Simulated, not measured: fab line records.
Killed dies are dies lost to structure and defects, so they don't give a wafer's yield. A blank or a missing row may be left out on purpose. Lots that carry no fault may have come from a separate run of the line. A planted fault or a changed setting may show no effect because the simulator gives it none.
Which tool did it?    flow sky130    24 lots, 72 wafers sampled, at 6 steps of a route of 708

WHAT THE GAUGES SHOWED, per wafer
SKY_CONTACT_THK_MEAS_26: measures by xrf.
lot   measured      on             CONTACT_W_THK (nm)
L074  day 32 11:55  film-metro-02  332 336 330
L076  day 32 19:52  film-metro-04  341 335 335
L075  day 32 20:40  film-metro-03  338 337 341
L077  day 33 08:25  film-metro-03  334 344 337
L078  day 33 13:19  film-metro-04  347 345 339
L079  day 33 18:43  film-metro-04  338 342 334
L080  day 34 00:02  film-metro-02  334 339 341
L081  day 34 06:47  film-metro-02  327 332 332
L082  day 34 18:14  film-metro-03  347 341 353
L083  day 34 21:53  film-metro-04  340 341 340
L084  day 35 06:10  film-metro-04  341 343 343
L085  day 35 14:28  film-metro-02  334 334 335
L086  day 35 19:41  film-metro-04  336 350 347
L087  day 36 09:14  film-metro-02  335 337 334
L088  day 36 10:16  film-metro-03  338 339 337
L089  day 36 18:53  film-metro-04  346 343 347
L090  day 36 20:14  film-metro-02  333 332 331
L091  day 37 01:00  film-metro-04  343 342 341
L092  day 37 07:48  film-metro-03  342 336 336
L093  day 37 20:15  film-metro-04  338 344 346
L094  day 38 00:16  film-metro-02  333 330 338
L095  day 38 09:03  film-metro-04  343 336 341
L096  day 38 17:34  film-metro-04  345 339 340
L097  day 39 01:09  film-metro-04  330 333 333

SKY_METAL2_OVL_MEAS_16.
lot   measured      on          METAL2_OVL (nm)
L074  day 35 23:22  overlay-01  4 3 3
L076  day 36 07:47  overlay-02  6 -5 -2
L075  day 36 08:40  overlay-02  7 9 0
L077  day 36 20:31  overlay-02  -5 -9 -11
L078  day 36 23:20  overlay-02  -1 10 3
L079  day 37 06:02  overlay-01  12 18 9
L080  day 37 10:11  overlay-01  -2 1 5
L081  day 37 17:18  overlay-02  5 4 4
L082  day 38 04:46  overlay-01  0 -3 0
L083  day 38 07:13  overlay-02  8 9 4
L084  day 38 15:26  overlay-01  7 5 3
L085  day 38 21:58  overlay-01  -5 1 2
L086  day 39 04:29  overlay-02  7 7 1
L087  day 39 15:22  overlay-01  0 7 10
L088  day 39 17:57  overlay-02  7 10 8
L089  day 40 01:32  overlay-01  8 13 6
L090  day 40 03:11  overlay-01  17 14 18
L091  day 40 07:57  overlay-01  -3 0 9
L092  day 40 13:31  overlay-02  7 -1 -2
L093  day 41 00:08  overlay-02  3 7 6
L094  day 41 06:11  overlay-02  10 4 3
L095  day 41 13:37  overlay-01  6 2 0
L096  day 41 22:02  overlay-01  1 5 4
L097  day 42 04:58  overlay-01  3 -7 3

WHICH TOOL RAN EACH LOT (tool, then ch and the chambers of the sampled wafers, then the start)
lot   SKY_CONTACT_ETCH_18                            SKY_METAL1_SPUTTER_00         SKY_METAL1_SPUTTER_01         SKY_METAL1_STRIP_20
L074  rie-diel-02 ch 1,2, day 32 11:55 or earlier    pvd-sputter-02, day 32 12:16  pvd-sputter-02, day 32 12:17  plasma-asher-04 ch 0,1, day 33 15:34
L076  rie-diel-02 ch 1,2,3, day 32 19:52 or earlier  pvd-sputter-03, day 32 20:13  pvd-sputter-03, day 32 20:14  plasma-asher-04 ch 0,1, day 33 23:37
L075  rie-diel-02 ch 2,3, day 32 20:40 or earlier    pvd-sputter-02, day 32 21:01  pvd-sputter-02, day 32 21:02  plasma-asher-01 ch 0,1, day 34 01:07
L077  rie-diel-02 ch 0,2,3, day 33 08:25 or earlier  pvd-sputter-03, day 33 08:47  pvd-sputter-03, day 33 08:49  plasma-asher-02 ch 0,1, day 34 12:50
L078  rie-diel-02 ch 1,2,3, day 33 13:19 or earlier  pvd-sputter-04, day 33 13:40  pvd-sputter-04, day 33 13:41  plasma-asher-04 ch 0,1, day 34 16:13
L079  rie-diel-02 ch 1,3, day 33 18:43 or earlier    pvd-sputter-03, day 33 19:03  pvd-sputter-03, day 33 19:04  plasma-asher-04 ch 0,1, day 34 22:05
L080  rie-diel-01 ch 0,2,3, day 34 00:02 or earlier  pvd-sputter-04, day 34 00:31  pvd-sputter-04, day 34 00:33  plasma-asher-04 ch 0,1, day 35 02:56
L081  rie-diel-02 ch 0,1,3, day 34 06:47 or earlier  pvd-sputter-03, day 34 07:08  pvd-sputter-03, day 34 07:10  plasma-asher-02 ch 0,1, day 35 10:05
L082  rie-diel-01 ch 0,1,3, day 34 18:14 or earlier  pvd-sputter-02, day 34 18:35  pvd-sputter-02, day 34 18:37  plasma-asher-04 ch 0,1, day 35 21:35
L083  rie-diel-01 ch 1,2,3, day 34 21:53 or earlier  pvd-sputter-03, day 34 22:14  pvd-sputter-03, day 34 22:16  plasma-asher-02 ch 1, day 36 01:10
L084  rie-diel-03 ch 0,2,3, day 35 06:10 or earlier  pvd-sputter-04, day 35 06:31  pvd-sputter-04, day 35 06:32  plasma-asher-02 ch 0,1, day 36 09:31
L085  rie-diel-01 ch 0,3, day 35 14:28 or earlier    pvd-sputter-03, day 35 14:49  pvd-sputter-03, day 35 14:50  plasma-asher-02 ch 0,1, day 36 17:32
L086  rie-diel-03 ch 0,1,3, day 35 19:41 or earlier  pvd-sputter-04, day 35 20:01  pvd-sputter-04, day 35 20:02  plasma-asher-04 ch 0,1, day 36 22:36
L087  rie-diel-01 ch 1,2,3, day 36 09:14 or earlier  pvd-sputter-02, day 36 09:35  pvd-sputter-02, day 36 09:36  plasma-asher-04 ch 0, day 37 11:04
L088  rie-diel-03 ch 1,3, day 36 10:16 or earlier    pvd-sputter-04, day 36 10:38  pvd-sputter-04, day 36 10:39  plasma-asher-04 ch 0,1, day 37 12:49
L089  rie-diel-01 ch 1,2,3, day 36 18:53 or earlier  pvd-sputter-02, day 36 19:14  pvd-sputter-02, day 36 19:16  plasma-asher-01 ch 0,1, day 37 21:17
L090  rie-diel-02 ch 0,1,2, day 36 20:14 or earlier  pvd-sputter-02, day 36 20:35  pvd-sputter-02, day 36 20:37  plasma-asher-01 ch 0,1, day 37 22:32
L091  rie-diel-02 ch 1,2,3, day 37 01:00 or earlier  pvd-sputter-04, day 37 01:22  pvd-sputter-04, day 37 01:23  plasma-asher-04 ch 0,1, day 38 03:52
L092  rie-diel-01 ch 1,2,3, day 37 07:48 or earlier  pvd-sputter-02, day 37 08:10  pvd-sputter-02, day 37 08:11  plasma-asher-02 ch 0,1, day 38 09:14
L093  rie-diel-01 ch 0,1,2, day 37 20:15 or earlier  pvd-sputter-04, day 37 20:36  pvd-sputter-04, day 37 20:37  plasma-asher-04 ch 0,1, day 38 21:34
L094  rie-diel-01 ch 0,2,3, day 38 00:16 or earlier  pvd-sputter-04, day 38 00:37  pvd-sputter-04, day 38 00:38  plasma-asher-01 ch 0,1, day 39 02:13
L095  rie-diel-02 ch 1,3, day 38 09:03 or earlier    pvd-sputter-04, day 38 09:25  pvd-sputter-04, day 38 09:26  plasma-asher-01 ch 0,1, day 39 10:07
L096  rie-diel-01 ch 1,2,3, day 38 17:34 or earlier  pvd-sputter-03, day 38 17:53  pvd-sputter-03, day 38 17:55  plasma-asher-04 ch 0,1, day 39 19:35
L097  rie-diel-02 ch 0,1,3, day 39 01:09 or earlier  pvd-sputter-04, day 39 01:45  pvd-sputter-04, day 39 01:46  plasma-asher-02 ch 0,1, day 40 03:04
- SKY_CONTACT_ETCH_18: etches Si3N4 in CHF3/O2, stops on TiN, time 39 s, target depth 75 nm.
- SKY_METAL1_SPUTTER_00: material Ti, target thk 15 nm, time 10 s.
- SKY_METAL1_SPUTTER_01: material TiN, target thk 20 nm, time 16.7 s.
- SKY_METAL1_STRIP_20: strips in O2/N2.

WHAT THE TOOLS THEMSELVES READ (means of the sampled wafers that have a number; where no wafer has one, the mark that the record gives instead)
SKY_CONTACT_ETCH_18.
lot   tool         bias-w (W)  drypump-motor-current-A (A)  oes-product-au (a.u.)  rf-fwd-power-W (W)  throttle-valve-pct (%)
L074  rie-diel-02  199.8       5.3                          0.847                  593                 8.784
L076  rie-diel-02  199.9       5.5                          0.852                  592                 8.798
L075  rie-diel-02  200.4       5.4                          0.847                  590                 8.785
L077  rie-diel-02  199.4       5.4                          0.850                  591                 8.782
L078  rie-diel-02  200.0       5.5                          0.858                  591                 8.791
L079  rie-diel-02  200.7       5.6                          0.848                  593                 8.796
L080  rie-diel-01  200.1       5.8                          0.860                  593                 8.793
L081  rie-diel-02  199.8       5.6                          0.845                  593                 8.789
L082  rie-diel-01  200.4       6.1                          0.850                  593                 8.794
L083  rie-diel-01  199.8       6.1                          0.854                  594                 8.793
L084  rie-diel-03  200.1       5.6                          0.856                  591                 8.788
L085  rie-diel-01  199.9       6.0                          0.848                  594                 8.792
L086  rie-diel-03  200.2       5.7                          0.849                  593                 8.781
L087  rie-diel-01  200.2       6.1                          0.850                  593                 8.778
L088  rie-diel-03  199.7       5.7                          0.861                  595                 8.788
L089  rie-diel-01  200.3       6.1                          0.852                  593                 8.797
L090  rie-diel-02  200.3       5.2                          0.849                  594                 8.783
L091  rie-diel-02  199.9       5.5                          0.855                  591                 8.793
L092  rie-diel-01  200.6       6.1                          0.851                  592                 8.789
L093  rie-diel-01  200.1       5.8                          0.852                  594                 8.791
L094  rie-diel-01  200.2       5.8                          0.854                  594                 8.797
L095  rie-diel-02  200.2       5.6                          0.857                  595                 8.798
L096  rie-diel-01  200.2       6.1                          0.854                  594                 8.794
L097  rie-diel-02  199.8       5.5                          0.855                  593                 8.796

SKY_METAL1_SPUTTER_00.
lot   tool            throttle-valve-pct (%)
L074  pvd-sputter-02  30.8
L076  pvd-sputter-03  31.2
L075  pvd-sputter-02  30.7
L077  pvd-sputter-03  30.1
L078  pvd-sputter-04  29.9
L079  pvd-sputter-03  32.6
L080  pvd-sputter-04  30.0
L081  pvd-sputter-03  31.3
L082  pvd-sputter-02  30.3
L083  pvd-sputter-03  31.9
L084  pvd-sputter-04  28.8
L085  pvd-sputter-03  30.0
L086  pvd-sputter-04  29.6
L087  pvd-sputter-02  30.3
L088  pvd-sputter-04  30.4
L089  pvd-sputter-02  30.2
L090  pvd-sputter-02  30.3
L091  pvd-sputter-04  29.3
L092  pvd-sputter-02  30.5
L093  pvd-sputter-04  29.1
L094  pvd-sputter-04  29.7
L095  pvd-sputter-04  29.9
L096  pvd-sputter-03  32.5
L097  pvd-sputter-04  29.3

SKY_METAL1_SPUTTER_01.
lot   tool            throttle-valve-pct (%)
L074  pvd-sputter-02  30.7
L076  pvd-sputter-03  31.1
L075  pvd-sputter-02  31.0
L077  pvd-sputter-03  30.1
L078  pvd-sputter-04  29.9
L079  pvd-sputter-03  32.3
L080  pvd-sputter-04  30.0
L081  pvd-sputter-03  31.4
L082  pvd-sputter-02  30.2
L083  pvd-sputter-03  32.0
L084  pvd-sputter-04  28.8
L085  pvd-sputter-03  29.9
L086  pvd-sputter-04  29.5
L087  pvd-sputter-02  30.2
L088  pvd-sputter-04  30.3
L089  pvd-sputter-02  30.3
L090  pvd-sputter-02  30.3
L091  pvd-sputter-04  29.2
L092  pvd-sputter-02  30.6
L093  pvd-sputter-04  29.3
L094  pvd-sputter-04  29.8
L095  pvd-sputter-04  29.8
L096  pvd-sputter-03  32.6
L097  pvd-sputter-04  29.2

SKY_METAL1_STRIP_20.
lot   tool             drypump-motor-current-A (A)  oes-product-au (a.u.)  strip-time-to-endpoint-s (s)
L074  plasma-asher-04  5.4                          0.347                  2.739
L076  plasma-asher-04  5.5                          0.342                  2.700
L075  plasma-asher-01  5.7                          0.342                  2.703
L077  plasma-asher-02  6.0                          0.343                  2.702
L078  plasma-asher-04  5.5                          0.348                  2.710
L079  plasma-asher-04  5.4                          0.339                  2.685
L080  plasma-asher-04  5.5                          0.348                  2.760
L081  plasma-asher-02  6.0                          0.341                  2.697
L082  plasma-asher-04  5.4                          0.343                  2.697
L083  plasma-asher-02  5.2                          0.345                  2.681
L084  plasma-asher-02  6.0                          0.346                  2.714
L085  plasma-asher-02  6.0                          0.345                  2.706
L086  plasma-asher-04  5.5                          0.342                  2.686
L087  plasma-asher-04  5.3                          0.343                  2.733
L088  plasma-asher-04  5.6                          0.346                  2.725
L089  plasma-asher-01  5.7                          0.342                  2.700
L090  plasma-asher-01  5.7                          0.341                  2.704
L091  plasma-asher-04  5.5                          0.346                  2.681
L092  plasma-asher-02  6.0                          0.344                  2.740
L093  plasma-asher-04  5.5                          0.345                  2.759
L094  plasma-asher-01  5.7                          0.339                  2.695
L095  plasma-asher-01  5.7                          0.349                  2.703
L096  plasma-asher-04  5.5                          0.349                  2.683
L097  plasma-asher-02  5.6                          0.343                  2.674

THE ANSWER, worked out from the rows above alone
Rule: the usual values come from the lots themselves. The widest of any qualifying gaps counts: lots, ordered by their means at a reading, are off when they make up no more than a third of the lots, leave a main group of 4 or more, and stand apart from it by 3 or more times the standard deviation of that group's means. The tables above print the reading to a certain number of digits; a main group whose means all agree to those digits is not used. Also off: a lot with no number at a reading for which 4 or more lots have one. Any other lot the step has rows for is counted as sound. After the gauges, taken in route order, come the tools' own readings; for these a lot's mean is taken, as printed above. At the first step where some lot is off, the reading lying furthest off is the one used; lots without a number count as furthest.
None of the lots is off at any reading shown; this tells nothing.

WHAT THE SIMULATOR HAD INSERTED
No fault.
